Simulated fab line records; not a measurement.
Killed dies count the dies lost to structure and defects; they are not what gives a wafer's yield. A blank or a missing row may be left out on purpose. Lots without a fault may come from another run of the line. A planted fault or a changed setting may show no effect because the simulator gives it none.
Which of the tools did it? / flow sky130 / Sampling: 11 lots, 33 wafers, 2 of 708 route steps

== WHAT THE GAUGES READ, wafer by wafer ==
SKY_CONTACT_THK_MEAS_03.
lot=L330; measured=day 31 17:16; on=film-metro-03; CONTACT_HDPCVD_THK (nm)=562 567 561
lot=L331; measured=day 31 22:43; on=film-metro-01; CONTACT_HDPCVD_THK (nm)=565 566 558
lot=L332; measured=day 32 12:28; on=film-metro-01; CONTACT_HDPCVD_THK (nm)=554 548 558
lot=L341; measured=day 35 05:22; on=film-metro-01; CONTACT_HDPCVD_THK (nm)=525 564 567 525 564 566
lot=L342; measured=day 35 17:32; on=film-metro-03; CONTACT_HDPCVD_THK (nm)=521 553 557 521 553 557
lot=L343; measured=day 35 22:46; on=film-metro-03; CONTACT_HDPCVD_THK (nm)=565 564 563
lot=L344; measured=day 36 04:07; on=film-metro-02; CONTACT_HDPCVD_THK (nm)=563 567 561
lot=L345; measured=day 36 10:32; on=film-metro-02; CONTACT_HDPCVD_THK (nm)=565 558 559
lot=L349; measured=day 37 15:55; on=film-metro-02; CONTACT_HDPCVD_THK (nm)=575 571 570
lot=L350; measured=day 37 20:32; on=film-metro-02; CONTACT_HDPCVD_THK (nm)=566 563 566
lot=L351; measured=day 38 03:52; on=film-metro-01; CONTACT_HDPCVD_THK (nm)=563 561 562

== TOOL THAT RAN EACH LOT (tool first, then ch and the chambers of the sampled wafers, then the start) ==
lot=L330; SKY_CONTACT_HDPCVD_02=hdpcvd-01 ch 0,1,2, day 31 17:11
lot=L331; SKY_CONTACT_HDPCVD_02=hdpcvd-02 ch 0,1,2, day 31 22:39
lot=L332; SKY_CONTACT_HDPCVD_02=hdpcvd-02 ch 0,1,2, day 32 12:24
lot=L341; SKY_CONTACT_HDPCVD_02=hdpcvd-02 ch 0,1,2, day 35 05:19
lot=L342; SKY_CONTACT_HDPCVD_02=hdpcvd-02 ch 0,1,2, day 35 17:27
lot=L343; SKY_CONTACT_HDPCVD_02=hdpcvd-01 ch 1,2, day 35 22:41
lot=L344; SKY_CONTACT_HDPCVD_02=hdpcvd-01 ch 0,2, day 36 04:02
lot=L345; SKY_CONTACT_HDPCVD_02=hdpcvd-01 ch 1,2, day 36 10:27
lot=L349; SKY_CONTACT_HDPCVD_02=hdpcvd-01 ch 0,1, day 37 15:50
lot=L350; SKY_CONTACT_HDPCVD_02=hdpcvd-01 ch 0,1, day 37 20:27
lot=L351; SKY_CONTACT_HDPCVD_02=hdpcvd-01 ch 0,1,2, day 38 03:47
- SKY_CONTACT_HDPCVD_02: deposits SiO2, target thk 565 nm, time 94.2 s.

== THE ANSWER, worked out from the rows above alone ==
Rule: what is usual is taken from the lots themselves. Put in order of their means at a reading, lots are off if they are a third of the lots or fewer, leave a main group of 4 or more, and stand apart from it by a gap of 3 or more times the standard deviation of the main group's means; of several such gaps the widest counts. If all means in a main group match to the digits the tables above print for the reading, that group is not used. Also off: a lot with no number at a reading for which 4 or more lots have one. Where the step has rows for the other lots, those lots are counted as sound.
No lot is off on any of the readings shown, so nothing can be concluded from this.

== WHAT THE SIMULATOR HAD INSERTED ==
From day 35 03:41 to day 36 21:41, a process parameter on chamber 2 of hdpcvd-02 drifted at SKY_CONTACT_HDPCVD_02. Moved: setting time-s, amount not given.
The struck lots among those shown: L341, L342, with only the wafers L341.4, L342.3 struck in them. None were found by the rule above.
